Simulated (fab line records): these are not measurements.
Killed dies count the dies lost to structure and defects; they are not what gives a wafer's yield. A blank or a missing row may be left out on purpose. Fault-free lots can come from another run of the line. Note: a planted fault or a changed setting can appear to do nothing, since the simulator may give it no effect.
fab line records	flow sky130
record lots=24	wafers=72	last-day=50
route steps=708 shown SONOS_ONO@182 VIA1@473 VIA2@527 VIA3@575 VIA4@660 METAL5@665
lots with no fault: from the same line, run without faults
start-h: hours from the record's opening day to when the first of the lot's shown wafers began	wait-h: hours elapsed since this lot's preceding step	" repeats the value in the row above	L1.1+2: a row that stands for several wafers	- no value, or no start was given	* or withheld: withheld	< > ~ a bound
route shown NAME@n: names a module that has steps shown in the file, with the first one's number in the route	usual: mean and standard deviation over wafers with no fault	same: alike in all rows	chamber/n: place in a boat	sites: the reading at each site	_std_site: standard deviation across them	_edge_site: outer sites' mean less inner sites'	radius-mm: how far each site lies from the wafer's centre	mask NAME#n: copy n	behind: the last tool/chamber to shape the wafer	hold: why the lot went on hold/how many hours it stayed there/how the hold came to an end	device: whichever transistor did not switch (one of n, p or np)	end of line: tests of these same wafers at the route's end	where a step has no rows: the recipe by itself	killed: dies lost to structure and defects at the first sort, not the wafer's yield	map: a wafer's dies, marking killed ones x, the rest . and places with no die _
set.NAME: setting as actually run; set.NAME@STEP: the setting as run at that earlier step	model.NAME: the simulator's own value behind a step, which no gauge read
route steps across a sampled set of lots; one table per step, one row per wafer
services: when a tool's chamber went out of use (start-h, in hours from the record's first day, below 0 if earlier), for how many hours, and the reason
## steps
# step SKY_SONOS_ONO_OVL_MEAS_14
# usual SONOS_ONO_OVL=0.9/1.2
lot.wafer	tool	chamber	start-h	wait-h	SONOS_ONO_OVL[nm]
L074.2	overlay-01	-	277.97	0.1	2.0
L074.5	"	-	"	"	1.8
L074.6	"	-	"	"	0.6
L075.2	overlay-01	-	288.40	0.1	0.7
L075.3	"	-	"	"	0.8
L075.4	"	-	"	"	1.0
L076.3	overlay-01	-	298.56	0.1	-0.1
L076.4	"	-	"	"	0.2
L076.6	"	-	"	"	1.3
L077.2	overlay-02	-	306.25	0.1	2.2
L077.3	"	-	"	"	3.1
L077.6	"	-	"	"	2.0
L078.2	overlay-02	-	310.55	0.1	1.3
L078.3	"	-	"	"	-1.0
L078.5	"	-	"	"	1.1
L079.2	overlay-01	-	316.34	0.1	1.2
L079.5	"	-	"	"	2.0
L079.6	"	-	"	"	0.4
L080.2	overlay-01	-	331.85	0.1	0.3
L080.4	"	-	"	"	0.2
L080.6	"	-	"	"	-1.2
L081.3	overlay-02	-	342.84	0.1	1.5
L081.4	"	-	"	"	2.9
L081.6	"	-	"	"	0.8
L082.1	overlay-01	-	343.13	0.1	1.3
L082.3	"	-	"	"	-0.9
L082.4	"	-	"	"	0.8
L083.1	overlay-01	-	348.18	0.1	0.7
L083.3	"	-	"	"	1.6
L083.5	"	-	"	"	0.0
L084.2	overlay-01	-	360.34	0.1	0.6
L084.4	"	-	"	"	0.5
L084.6	"	-	"	"	1.9
L085.1	overlay-01	-	364.18	0.1	3.2
L085.2	"	-	"	"	1.5
L085.6	"	-	"	"	1.8
L086.1	overlay-01	-	378.67	0.1	-1.2
L086.4	"	-	"	"	2.1
L086.5	"	-	"	"	0.5
L087.3	overlay-01	-	389.06	0.1	-0.2
L087.4	"	-	"	"	2.3
L087.5	"	-	"	"	1.1
L088.1	overlay-02	-	393.93	0.1	2.1
L088.2	"	-	"	"	2.4
L088.5	"	-	"	"	1.3
L089.2	overlay-02	-	399.19	0.1	0.5
L089.4	"	-	"	"	0.7
L089.6	"	-	"	"	1.1
L090.1	overlay-01	-	408.32	0.1	1.3
L090.2	"	-	"	"	1.0
L090.4	"	-	"	"	-0.7
L091.1	overlay-01	-	417.47	0.1	2.5
L091.3	"	-	"	"	1.8
L091.6	"	-	"	"	0.9
L092.1	overlay-02	-	437.08	0.1	1.5
L092.2	"	-	"	"	1.9
L092.5	"	-	"	"	3.2
L093.2	overlay-02	-	444.99	0.1	0.8
L093.5	"	-	"	"	1.0
L093.6	"	-	"	"	1.8
L094.1	overlay-02	-	448.08	0.1	2.2
L094.5	"	-	"	"	2.0
L094.6	"	-	"	"	1.4
L095.3	overlay-02	-	453.03	0.1	-0.8
L095.4	"	-	"	"	-1.9
L095.6	"	-	"	"	-1.7
L096.2	overlay-01	-	462.90	0.1	-0.1
L096.4	"	-	"	"	0.1
L096.5	"	-	"	"	-0.8
L097.1	overlay-01	-	470.72	0.1	0.0
L097.5	"	-	"	"	3.9
L097.6	"	-	"	"	1.1
# step SKY_VIA1_ETCH_15
# recipe target=SiO2	chemistry=C4F8/O2/Ar	target-depth-nm=351	stop-on=TiN	mask-material=KrF-thick	source-w=1500	bias-w=1200	pressure-mtorr=40	c4f8-flow-sccm=withheld	O2_flow_sccm=6	Ar_flow_sccm=300	time-s=54
# usual oes-product-au=0.980/0.0063
# same time-s=54
lot.wafer	tool	chamber	start-h	wait-h	oes-product-au	rf-hours-counter-h
L074.2	rie-diel-03	2	797.94	0.0	0.979	11
L074.5	"	0	"	"	0.978	-
L074.6	"	3	"	"	0.977	-
L075.2	rie-diel-01	0	805.91	0.0	0.982	16
L075.3	"	3	"	"	0.958	4
L075.4	"	3	"	"	0.984	-
L076.3	rie-diel-01	3	816.86	0.0	0.974	4
L076.4	"	0	"	"	0.977	16
L076.6	"	1	"	"	0.989	-
L077.2	rie-diel-01	3	822.91	0.0	0.975	4
L077.3	"	0	"	"	0.986	16
L077.6	"	3	"	"	0.958	-
L078.2	rie-diel-03	0	824.24	0.0	0.983	7
L078.3	"	1	"	"	0.989	4
L078.5	"	0	"	"	0.972	-
L079.2	rie-diel-04	3	827.31	0.0	0.970	30
L079.5	"	0	"	"	0.979	-
L079.6	"	3	"	"	0.977	-
L080.2	rie-diel-03	3	843.64	0.0	0.980	5
L080.4	"	2	"	"	0.977	12
L080.6	"	1	"	"	0.981	-
L081.3	rie-diel-04	1	850.01	0.0	0.982	10
L081.4	"	2	"	"	0.980	18
L081.6	"	0	"	"	0.976	-
L082.1	rie-diel-03	2	850.21	0.0	0.984	12
L082.3	"	1	"	"	0.975	4
L082.4	"	3	"	"	0.986	5
L083.1	rie-diel-04	1	856.60	0.0	0.985	10
L083.3	"	2	"	"	0.980	18
L083.5	"	0	"	"	0.976	-
L084.2	rie-diel-04	1	867.80	0.0	0.978	10
L084.4	"	2	"	"	0.965	18
L084.6	"	2	"	"	0.974	-
L085.1	rie-diel-04	1	872.86	0.0	0.979	10
L085.2	"	0	"	"	0.984	20
L085.6	"	0	"	"	0.974	-
L086.1	rie-diel-01	0	884.95	0.0	0.985	18
L086.4	"	1	"	"	0.989	8
L086.5	"	2	"	"	0.987	-
L087.3	rie-diel-03	3	891.10	0.0	0.981	6
L087.4	"	1	"	"	0.989	5
L087.5	"	2	"	"	0.973	-
L088.1	rie-diel-04	1	897.21	0.0	0.980	11
L088.2	"	2	"	"	0.983	19
L088.5	"	0	"	"	0.970	-
L089.2	rie-diel-01	2	901.20	0.0	0.990	14
L089.4	"	2	"	"	0.985	-
L089.6	"	1	"	"	0.982	-
L090.1	rie-diel-04	3	910.66	0.0	0.977	1
L090.2	"	1	"	"	0.975	12
L090.4	"	0	"	"	0.984	21
L091.1	rie-diel-01	1	916.36	0.0	0.984	9
L091.3	"	0	"	"	0.992	20
L091.6	"	0	"	"	0.974	-
L092.1	rie-diel-04	1	934.46	0.0	0.985	12
L092.2	"	3	"	"	0.974	2
L092.5	"	0	"	"	0.978	-
L093.2	rie-diel-03	2	939.75	0.0	0.988	14
L093.5	"	3	"	"	0.980	-
L093.6	"	0	"	"	0.983	-
L094.1	rie-diel-04	1	940.81	0.0	0.979	12
L094.5	"	0	"	"	0.974	-
L094.6	"	3	"	"	0.985	-
L095.3	rie-diel-04	2	946.16	0.0	0.977	21
L095.4	"	3	"	"	0.980	2
L095.6	"	0	"	"	0.977	-
L096.2	rie-diel-03	1	951.45	0.0	0.984	6
L096.4	"	2	"	"	0.989	14
L096.5	"	2	"	"	0.984	-
L097.1	rie-diel-03	3	961.06	0.0	0.976	8
L097.5	"	0	"	"	0.976	-
L097.6	"	3	"	"	0.981	-
# step SKY_VIA2_SPUTTER_20
# recipe material=TiN	target-thk-nm=20	chamber-pressure-pa=5	power-w=4000	time-s=80
# usual throttle-valve-pct=30.0/0.86
# same time-s=80
lot.wafer	tool	chamber	start-h	wait-h	throttle-valve-pct
L074.2	pvd-sputter-02	-	855.06	0.0	29.8
L074.5	"	-	"	"	28.8
L074.6	"	-	"	"	29.7
L075.2	pvd-sputter-03	-	861.41	0.0	30.1
L075.3	"	-	"	"	28.9
L075.4	"	-	"	"	29.5
L076.3	pvd-sputter-03	-	872.97	0.0	29.0
L076.4	"	-	"	"	29.3
L076.6	"	-	"	"	30.7
L077.2	pvd-sputter-02	-	879.73	0.0	29.6
L077.3	"	-	"	"	29.4
L077.6	"	-	"	"	29.0
L078.2	pvd-sputter-01	-	880.37	0.0	30.2
L078.3	"	-	"	"	30.4
L078.5	"	-	"	"	31.0
L079.2	pvd-sputter-02	-	883.87	0.0	29.7
L079.5	"	-	"	"	29.3
L079.6	"	-	"	"	30.0
L080.2	pvd-sputter-01	-	898.58	0.0	31.8
L080.4	"	-	"	"	31.2
L080.6	"	-	"	"	30.4
L081.3	pvd-sputter-02	-	905.07	0.0	29.9
L081.4	"	-	"	"	28.9
L081.6	"	-	"	"	30.1
L082.1	pvd-sputter-03	-	906.22	0.0	29.4
L082.3	"	-	"	"	30.6
L082.4	"	-	"	"	30.2
L083.1	pvd-sputter-01	-	911.71	0.0	30.2
L083.3	"	-	"	"	30.8
L083.5	"	-	"	"	30.3
L084.2	pvd-sputter-01	-	923.32	0.0	30.3
L084.4	"	-	"	"	32.0
L084.6	"	-	"	"	30.3
L085.1	pvd-sputter-02	-	926.83	0.0	29.5
L085.2	"	-	"	"	30.1
L085.6	"	-	"	"	29.4
L086.1	pvd-sputter-02	-	939.18	0.0	29.3
L086.4	"	-	"	"	29.8
L086.5	"	-	"	"	30.1
L087.3	pvd-sputter-01	-	945.11	0.0	32.0
L087.4	"	-	"	"	30.3
L087.5	"	-	"	"	30.4
L088.1	pvd-sputter-01	-	950.33	0.0	30.3
L088.2	"	-	"	"	30.4
L088.5	"	-	"	"	30.6
L089.2	pvd-sputter-03	-	954.67	0.0	30.3
L089.4	"	-	"	"	28.7
L089.6	"	-	"	"	28.8
L090.1	pvd-sputter-03	-	963.63	0.0	29.5
L090.2	"	-	"	"	30.2
L090.4	"	-	"	"	28.7
L091.1	pvd-sputter-03	-	968.83	0.0	29.2
L091.3	"	-	"	"	28.9
L091.6	"	-	"	"	28.7
L092.1	pvd-sputter-03	-	986.58	0.0	29.3
L092.2	"	-	"	"	28.8
L092.5	"	-	"	"	30.8
L093.2	pvd-sputter-01	-	991.72	0.0	31.5
L093.5	"	-	"	"	30.3
L093.6	"	-	"	"	31.9
L094.1	pvd-sputter-02	-	992.26	0.0	29.2
L094.5	"	-	"	"	29.9
L094.6	"	-	"	"	29.6
L095.3	pvd-sputter-01	-	997.86	0.0	30.6
L095.4	"	-	"	"	31.2
L095.6	"	-	"	"	30.4
L096.2	pvd-sputter-03	-	1002.98	0.0	29.0
L096.4	"	-	"	"	29.4
L096.5	"	-	"	"	29.5
L097.1	pvd-sputter-03	-	1011.97	0.0	29.1
L097.5	"	-	"	"	30.5
L097.6	"	-	"	"	30.2
# step SKY_VIA3_CMP_02
# recipe material=SiO2	down-force-psi=4	platen-rpm=60	pad-velocity-m-s=0.94248
# usual edge-zone-pressure-frac=1.000/0.0047	motor-current-A=12.1/1.3
lot.wafer	tool	chamber	start-h	wait-h	edge-zone-pressure-frac	motor-current-A
L074.2	cmp-01	1	909.38	0.1	1.000	12.1
L074.6	"	0	"	"	1.007	14.2
L074.5	"	1	"	"	1.006	11.4
L075.2	cmp-01	3	914.44	0.2	0.998	12.3
L075.3	"	0	"	"	1.003	15.1
L075.4	"	1	"	"	0.997	11.3
L076.4	cmp-02	0	925.71	0.0	0.994	10.2
L076.3	"	3	"	"	1.000	11.1
L076.6	"	1	"	"	1.004	9.9
L077.3	cmp-02	1	933.41	0.1	0.992	10.8
L077.2	"	2	"	"	1.005	12.4
L077.6	"	1	"	"	0.998	10.7
L078.2	cmp-01	2	933.89	0.1	0.996	11.8
L078.3	"	3	"	"	1.002	12.5
L078.5	"	2	"	"	1.003	12.3
L079.2	cmp-01	2	936.94	0.1	0.997	12.1
L079.6	"	0	"	"	0.997	14.7
L079.5	"	1	"	"	1.000	12.2
L080.4	cmp-02	3	950.86	0.1	1.000	11.2
L080.2	"	1	"	"	0.999	10.6
L080.6	"	3	"	"	1.001	11.0
L081.3	cmp-01	1	956.90	0.1	1.002	11.9
L081.4	"	2	"	"	0.998	11.6
L081.6	"	0	"	"	1.007	13.6
L082.1	cmp-01	2	957.15	0.1	1.005	11.2
L082.3	"	3	"	"	1.002	12.4
L082.4	"	0	"	"	1.009	15.7
L083.3	cmp-02	2	964.88	0.7	1.001	11.6
L083.1	"	3	"	"	1.002	10.9
L083.5	"	1	"	"	1.002	11.0
L084.4	cmp-02	1	974.90	0.1	0.998	10.4
L084.2	"	3	"	"	1.014	9.8
L084.6	"	0	"	"	1.005	11.2
L085.2	cmp-01	3	976.76	0.1	0.997	13.4
L085.1	"	1	"	"	0.994	11.7
L085.6	"	2	"	"	0.997	12.5
L086.1	cmp-02	2	989.37	0.1	1.002	11.1
L086.4	"	0	"	"	0.996	10.9
L086.5	"	2	"	"	0.999	12.1
L087.3	cmp-01	3	996.11	0.0	1.004	12.9
L087.4	"	0	"	"	0.997	14.3
L087.5	"	3	"	"	0.997	13.0
L088.1	cmp-01	2	999.63	0.1	0.997	11.8
L088.2	"	3	"	"	1.008	12.0
L088.5	"	2	"	"	1.001	11.4
L089.4	cmp-01	1	1003.87	0.1	0.997	11.2
L089.2	"	2	"	"	1.002	11.3
L089.6	"	0	"	"	1.002	14.0
L090.2	cmp-01	2	1012.91	0.0	0.997	11.9
L090.1	"	0	"	"	1.003	14.5
L090.4	"	1	"	"	0.998	11.8
L091.3	cmp-02	0	1018.37	0.0	1.000	11.2
L091.1	"	1	"	"	0.993	10.1
L091.6	"	0	"	"	1.007	11.2
L092.1	cmp-01	0	1035.05	0.1	1.004	14.4
L092.2	"	2	"	"	1.009	12.0
L092.5	"	0	"	"	1.006	14.8
L093.2	cmp-02	0	1041.16	0.4	0.998	11.1
L093.5	"	1	"	"	0.991	11.1
L093.6	"	2	"	"	0.997	12.0
L094.1	cmp-01	0	1041.41	0.2	1.002	13.7
L094.6	"	1	"	"	1.003	11.6
L094.5	"	2	"	"	0.994	11.4
L095.3	cmp-01	3	1046.83	0.1	1.007	12.3
L095.4	"	0	"	"	0.996	15.0
L095.6	"	0	"	"	0.994	14.5
L096.4	cmp-02	2	1054.33	0.0	1.006	11.3
L096.2	"	1	"	"	1.004	10.9
L096.5	"	3	"	"	1.007	10.6
L097.1	cmp-01	3	1060.48	0.1	0.994	12.4
L097.5	"	2	"	"	1.007	11.9
L097.6	"	3	"	"	0.991	13.2
# step SKY_VIA4_CMP_21
# recipe stop-on=SiO2	t-overpolish-s=25	down-force-psi=3.5	platen-rpm=60	target-thk-nm=0	pad-velocity-m-s=0.94248
# usual edge-zone-pressure-frac=1.000/0.0054	motor-current-A=10.8/1.1	overpolish-run-s=25.000/0.0084	time-to-endpoint-s=122/4
lot.wafer	tool	chamber	start-h	wait-h	edge-zone-pressure-frac	motor-current-A	overpolish-run-s	time-to-endpoint-s
L074.2	cmp-02	0	1012.55	0.2	0.992	10.4	24.989	123
L074.6	"	1	"	"	1.002	10.0	24.994	124
L074.5	"	2	"	"	1.008	10.8	25.005	120
L075.3	cmp-02	0	1015.01	0.0	1.008	10.7	25.003	121
L075.4	"	2	"	"	1.003	10.4	24.998	122
L075.2	"	3	"	"	1.000	9.8	24.994	126
L076.3	cmp-01	2	1026.09	0.1	0.993	11.1	24.996	125
L076.4	"	3	"	"	0.996	11.0	24.997	127
L076.6	"	0	"	"	1.002	13.2	24.989	124
L077.3	cmp-01	3	1033.03	0.4	1.000	11.7	25.006	126
L077.2	"	0	"	"	0.999	13.2	24.996	118
L077.6	"	1	"	"	1.005	10.6	25.002	119
L078.3	cmp-02	1	1033.14	0.2	0.997	10.4	25.018	125
L078.2	"	2	"	"	1.003	10.6	25.007	118
L078.5	"	0	"	"	0.999	11.4	24.990	115
L079.2	cmp-02	3	1036.01	0.0	1.001	10.0	24.998	122
L079.5	"	3	"	"	0.995	9.8	24.997	121
L079.6	"	0	"	"	1.000	10.1	24.987	118
L080.2	cmp-01	3	1048.71	0.0	0.994	11.9	25.000	132
L080.4	"	2	"	"	0.995	10.1	25.010	122
L080.6	"	3	"	"	0.996	12.4	25.007	128
L081.3	cmp-01	0	1054.60	0.3	1.004	13.6	25.002	123
L081.4	"	2	"	"	0.996	11.5	24.995	130
L081.6	"	0	"	"	1.005	13.0	24.998	127
L082.1	cmp-01	1	1055.14	0.1	0.999	10.6	25.005	126
L082.4	"	3	"	"	0.999	11.2	24.998	128
L082.3	"	0	"	"	1.002	13.1	25.003	126
L083.1	cmp-02	2	1061.01	0.1	0.999	10.9	24.996	120
L083.3	"	3	"	"	1.005	10.5	24.998	120
L083.5	"	2	"	"	0.991	10.9	25.011	121
L084.4	cmp-01	0	1071.31	0.0	1.006	13.8	24.998	117
L084.2	"	3	"	"	1.004	11.0	24.982	124
L084.6	"	0	"	"	1.006	13.3	25.001	121
L085.2	cmp-01	1	1072.95	0.1	1.000	10.4	25.004	122
L085.1	"	3	"	"	1.009	11.5	25.005	127
L085.6	"	1	"	"	0.996	10.6	24.998	122
L086.1	cmp-02	1	1083.77	0.6	0.989	9.8	25.001	123
L086.4	"	2	"	"	0.993	11.0	24.994	118
L086.5	"	0	"	"	1.001	10.7	24.996	120
L087.3	cmp-02	1	1090.77	0.0	0.999	9.5	24.984	133
L087.4	"	0	"	"	1.006	10.4	25.002	123
L087.5	"	1	"	"	0.998	10.0	24.994	130
L088.2	cmp-02	3	1093.33	0.1	1.003	9.8	25.004	120
L088.1	"	0	"	"	0.998	10.2	24.986	118
L088.5	"	3	"	"	1.002	9.7	24.994	117
L089.2	cmp-02	0	1096.15	0.0	1.000	10.2	25.002	120
L089.4	"	3	"	"	0.997	10.0	24.999	124
L089.6	"	1	"	"	0.999	9.5	24.997	127
L090.1	cmp-02	0	1105.08	0.1	1.002	10.2	25.008	125
L090.4	"	2	"	"	0.999	11.0	25.009	123
L090.2	"	3	"	"	1.014	9.8	25.000	119
L091.1	cmp-01	3	1109.68	0.1	0.987	12.0	24.987	130
L091.3	"	2	"	"	1.003	11.0	24.993	127
L091.6	"	0	"	"	1.001	13.9	24.995	124
L092.1	cmp-02	3	1124.83	0.6	1.009	10.1	25.012	126
L092.2	"	0	"	"	1.001	10.7	25.016	120
L092.5	"	2	"	"	1.010	11.1	24.997	120
L093.2	cmp-01	1	1130.58	0.1	1.002	10.5	24.995	116
L093.5	"	3	"	"	1.005	11.3	25.016	127
L093.6	"	0	"	"	1.002	12.4	25.005	118
L094.1	cmp-02	0	1130.96	0.1	0.991	10.1	25.004	120
L094.5	"	0	"	"	0.987	10.7	24.992	120
L094.6	"	1	"	"	0.997	10.2	25.022	127
L095.4	cmp-01	1	1134.82	0.1	1.003	10.0	25.005	117
L095.3	"	3	"	"	0.996	11.9	24.994	123
L095.6	"	1	"	"	1.003	10.4	24.991	119
L096.4	cmp-02	1	1139.06	0.1	0.991	10.1	24.993	128
L096.2	"	2	"	"	0.999	10.8	25.009	123
L096.5	"	1	"	"	0.995	9.9	24.994	129
L097.1	cmp-02	3	1145.88	0.3	1.011	10.2	24.997	119
L097.5	"	1	"	"	1.006	9.2	25.004	129
L097.6	"	2	"	"	1.002	10.8	25.002	118
# step SKY_METAL5_SPUTTER_04
# recipe material=TiN	target-thk-nm=70	power-w=6500	time-s=58.3	chamber-pressure-pa=0.4
# usual throttle-valve-pct=30.1/1.1
# same time-s=58.3
lot.wafer	tool	chamber	start-h	wait-h	throttle-valve-pct
L074.2	pvd-sputter-04	-	1012.83	0.0	30.7
L074.5	"	-	"	"	30.5
L074.6	"	-	"	"	30.5
L075.2	pvd-sputter-03	-	1015.42	0.0	30.9
L075.3	"	-	"	"	29.0
L075.4	"	-	"	"	29.4
L076.3	pvd-sputter-03	-	1026.41	0.0	30.4
L076.4	"	-	"	"	30.2
L076.6	"	-	"	"	29.0
L077.2	pvd-sputter-03	-	1033.35	0.0	29.3
L077.3	"	-	"	"	29.0
L077.6	"	-	"	"	29.0
L078.2	pvd-sputter-04	-	1033.45	0.0	30.5
L078.3	"	-	"	"	30.7
L078.5	"	-	"	"	31.1
L079.2	pvd-sputter-04	-	1036.42	0.0	30.5
L079.5	"	-	"	"	30.5
L079.6	"	-	"	"	30.9
L080.2	pvd-sputter-03	-	1049.12	0.0	28.9
L080.4	"	-	"	"	29.3
L080.6	"	-	"	"	29.0
L081.3	pvd-sputter-03	-	1055.01	0.0	30.8
L081.4	"	-	"	"	28.8
L081.6	"	-	"	"	30.1
L082.1	pvd-sputter-01	-	1055.56	0.0	31.1
L082.3	"	-	"	"	30.1
L082.4	"	-	"	"	31.8
L083.1	pvd-sputter-04	-	1061.37	0.0	30.4
L083.3	"	-	"	"	30.9
L083.5	"	-	"	"	27.7
L084.2	pvd-sputter-04	-	1071.73	0.0	30.5
L084.4	"	-	"	"	31.0
L084.6	"	-	"	"	30.4
L085.1	pvd-sputter-01	-	1073.31	0.0	30.3
L085.2	"	-	"	"	31.1
L085.6	"	-	"	"	31.7
L086.1	pvd-sputter-03	-	1084.20	0.0	30.7
L086.4	"	-	"	"	29.4
L086.5	"	-	"	"	28.9
L087.3	pvd-sputter-04	-	1091.19	0.0	30.4
L087.4	"	-	"	"	31.0
L087.5	"	-	"	"	27.4
L088.1	pvd-sputter-04	-	1093.74	0.0	30.6
L088.2	"	-	"	"	30.9
L088.5	"	-	"	"	30.8
L089.2	pvd-sputter-01	-	1096.57	0.0	30.0
L089.4	"	-	"	"	31.1
L089.6	"	-	"	"	30.3
L090.1	pvd-sputter-01	-	1105.50	0.0	30.2
L090.2	"	-	"	"	31.9
L090.4	"	-	"	"	30.9
L091.1	pvd-sputter-01	-	1110.10	0.0	31.0
L091.3	"	-	"	"	30.2
L091.6	"	-	"	"	31.5
L092.1	pvd-sputter-03	-	1125.15	0.0	30.5
L092.2	"	-	"	"	29.6
L092.5	"	-	"	"	29.3
L093.2	pvd-sputter-03	-	1130.90	0.0	30.3
L093.5	"	-	"	"	30.1
L093.6	"	-	"	"	28.9
L094.1	pvd-sputter-01	-	1131.37	0.0	30.2
L094.5	"	-	"	"	30.4
L094.6	"	-	"	"	31.9
L095.3	pvd-sputter-03	-	1135.19	0.0	29.1
L095.4	"	-	"	"	29.3
L095.6	"	-	"	"	28.8
L096.2	pvd-sputter-01	-	1139.42	0.0	32.0
L096.4	"	-	"	"	30.6
L096.5	"	-	"	"	30.2
L097.1	pvd-sputter-01	-	1146.20	0.0	31.1
L097.5	"	-	"	"	31.2
L097.6	"	-	"	"	30.5
## services
tool	chamber	start-h	hours	kind
rie-diel-04	1	783.78	1.3	repair
cmp-01	-	786.59	1.8	repair
pvd-sputter-01	-	824.31	1.1	repair
cmp-02	-	825.52	5.8	pm
cmp-01	-	890.18	0.5	repair
rie-diel-04	1	898.08	1.4	repair
cmp-02	-	912.77	4.0	pm
rie-diel-04	1	915.12	7.9	repair
cmp-01	-	918.79	1.3	repair
rie-diel-04	3	925.16	3.4	repair
cmp-01	-	943.33	0.4	repair
cmp-01	-	960.52	2.7	repair
pvd-sputter-03	-	981.37	4.9	repair
cmp-02	-	984.65	1.8	repair
cmp-01	-	985.36	4.5	repair
cmp-02	-	1007.31	0.2	repair
cmp-02	-	1057.44	1.3	repair
cmp-01	-	1080.26	4.0	repair
cmp-01	-	1087.92	4.0	pm
pvd-sputter-03	-	1089.81	1.1	repair
cmp-01	-	1122.26	4.6	pm
cmp-01	-	1133.25	0.6	repair
cmp-01	-	1137.32	1.4	repair
cmp-01	-	1141.52	7.4	pm
## key
fault none
